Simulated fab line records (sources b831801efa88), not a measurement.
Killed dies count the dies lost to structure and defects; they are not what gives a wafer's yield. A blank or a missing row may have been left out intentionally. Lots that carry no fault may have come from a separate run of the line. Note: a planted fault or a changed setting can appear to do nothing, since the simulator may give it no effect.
What tool caused it? :: flow sky130 :: 12 lots, 36 wafers sampled, at 2 steps of a route of 708

== WHAT THE GAUGES READ, wafer by wafer ==
SKY_METAL1_OVL_MEAS_16.
lot: L549
measured: day 33 00:31
on: overlay-02
METAL1_OVL (nm): -1 -3 -2

lot: L550
measured: day 33 08:23
on: overlay-02
METAL1_OVL (nm): -2 -2 7

lot: L551
measured: day 33 20:04
on: overlay-02
METAL1_OVL (nm): -5 -9 -11

lot: L552
measured: day 34 07:25
on: overlay-02
METAL1_OVL (nm): 6 6 -4

lot: L555
measured: day 35 05:33
on: overlay-02
METAL1_OVL (nm): 7 -4 2

lot: L558
measured: day 36 08:51
on: overlay-01
METAL1_OVL (nm): -1 5 4

lot: L559
measured: day 36 16:11
on: overlay-02
METAL1_OVL (nm): -8 -5 -13

lot: L560
measured: day 36 21:15
on: overlay-01
METAL1_OVL (nm): 7 1 10

lot: L563
measured: day 37 22:07
on: overlay-01
METAL1_OVL (nm): 0 -8 -3

lot: L564
measured: day 37 23:16
on: overlay-02
METAL1_OVL (nm): 7 3 -4

lot: L565
measured: day 38 09:51
on: overlay-02
METAL1_OVL (nm): 0 -6 -10

lot: L570
measured: day 39 20:37
on: overlay-01
METAL1_OVL (nm): 2 4 9

SKY_VIA1_BOW_MEAS_03.
lot: L549
measured: day 33 01:49
on: film-metro-02
VIA1_BOW (um): 85 80 87

lot: L550
measured: day 33 10:05
on: film-metro-01
VIA1_BOW (um): 80 75 70

lot: L551
measured: day 33 21:43
on: film-metro-01
VIA1_BOW (um): 81 71 76

lot: L552
measured: day 34 08:55
on: film-metro-03
VIA1_BOW (um): 75 89 86

lot: L555
measured: day 35 07:10
on: film-metro-02
VIA1_BOW (um): 97 67 80

lot: L558
measured: day 36 10:08
on: film-metro-01
VIA1_BOW (um): 79 74 79

lot: L559
measured: day 36 17:34
on: film-metro-03
VIA1_BOW (um): 72 86 90

lot: L560
measured: day 36 22:34
on: film-metro-03
VIA1_BOW (um): 90 69 76

lot: L563
measured: day 37 23:25
on: film-metro-01
VIA1_BOW (um): 83 96 69

lot: L564
measured: day 38 00:33
on: film-metro-02
VIA1_BOW (um): 78 69 81

lot: L565
measured: day 38 11:09
on: film-metro-01
VIA1_BOW (um): 86 84 74

lot: L570
measured: day 39 21:55
on: film-metro-02
VIA1_BOW (um): 71 65 87

== EACH LOT AND THE TOOL THAT RAN IT (in order: tool; ch and the chambers of the sampled wafers; start) ==
The record holds no process step before these readings.

== WHAT THE TOOLS THEMSELVES READ (means of the sampled wafers that have a number; where no wafer has one, the mark that the record gives instead) ==
The record holds no such reading with a usual standard deviation.

== THE ANSWER, worked out from the rows above alone ==
Rule: the lots themselves supply what counts as usual. The widest of any qualifying gaps counts: lots, ordered by their means at a reading, are off when they make up no more than a third of the lots, leave a main group of 4 or more, and stand apart from it by 3 or more times the standard deviation of that group's means. If all means in a main group match to the digits the tables above print for the reading, that group is not used. Also off: a lot with no number at a reading for which 4 or more lots have one. Any other lot the step has rows for is counted as sound. The gauges are gone through in route order, then the tools' own readings, and for those a lot's mean is taken as printed above. The first step at which some lot is off is used, and at that step the reading that is off furthest; a lot without a number counts as furthest.
Nothing can be told from this: no lot is off at any reading shown.

== WHAT THE SIMULATOR HAD INSERTED ==
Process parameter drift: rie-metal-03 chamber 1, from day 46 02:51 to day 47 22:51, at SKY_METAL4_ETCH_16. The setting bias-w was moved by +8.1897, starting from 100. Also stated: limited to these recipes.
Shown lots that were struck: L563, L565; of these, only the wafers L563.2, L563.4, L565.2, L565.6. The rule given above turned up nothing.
